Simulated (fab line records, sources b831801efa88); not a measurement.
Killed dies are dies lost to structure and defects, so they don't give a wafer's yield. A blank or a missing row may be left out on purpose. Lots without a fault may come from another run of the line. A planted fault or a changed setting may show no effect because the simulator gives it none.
One fault seen from 2 desks | flow sky130 | each desk has only its own numbers; what lay behind them comes last

THE METROLOGY DESK
What the gauges read, lot by lot, whatever tool the lot ran on: means of the sampled wafers that have a number. A lot is out of limits, marked OUT, if its mean lies more than 4 standard deviations from the usual mean; the brackets give that distance.
Columns: A = cd_nm at SKY_METAL2_CD_MEAS_15, usual 139.6 nm
lot  | first seen here | A
L673 | day 34 22:26    | 139.3
L675 | day 35 15:11    | 140.0
L677 | day 36 00:09    | 139.4
L676 | day 36 01:38    | 140.8
L678 | day 36 12:31    | 141.5
L687 | day 39 14:33    | 142.4
L689 | day 40 02:33    | 139.2
L691 | day 40 15:35    | 139.3
L694 | day 41 11:06    | 139.4
L695 | day 41 16:48    | 141.9
This desk's finding: nothing out of limits on any of the 10 lots.

THE TOOL OWNER'S DESK: litho_track-02
The tool's own readings at SKY_METAL2_COAT_09 (resist thk 60 nm): means of the sampled wafers that have a number, for each lot that ran on this tool. A lot is out of limits, marked OUT, if its mean lies more than 4 standard deviations from the usual mean; the brackets give that distance.
Columns: A = spin_speed_rpm at SKY_METAL2_COAT_09, usual 3000.5 rpm
lot  | first seen here | A
L673 | day 34 09:31    | 2998.3
L677 | day 35 10:59    | 2999.4
L676 | day 35 12:04    | 3002.6
L678 | day 35 22:59    | 3000.2
L687 | day 39 02:41    | 2253.5 (-99 or more) OUT
L691 | day 40 03:37    | 2254.7 (-99 or more) OUT
This desk's finding: out of limits on L687, L691; first on L687, day 39 02:41 (spin_speed_rpm at SKY_METAL2_COAT_09). In limits: L673, L677, L676, L678.

PUT TOGETHER
The tool owner's desk could have raised an alarm at day 39 02:41, on L687, L691.
The metrology desk saw nothing out of limits.
The metrology desk has L687, L691 on record, within its limits.
Of the lots named, all ran SKY_METAL2_COAT_09 on litho_track-02.

WHAT THE SIMULATOR HAD PUT IN
Process parameter drift: litho_track-02, from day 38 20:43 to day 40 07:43, at SKY_METAL2_COAT_09. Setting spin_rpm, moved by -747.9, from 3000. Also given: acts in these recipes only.
Lots struck among those shown: L687, L691.
Hours from the fault's start to each desk's first reading out of limits: the tool owner's desk, 6.
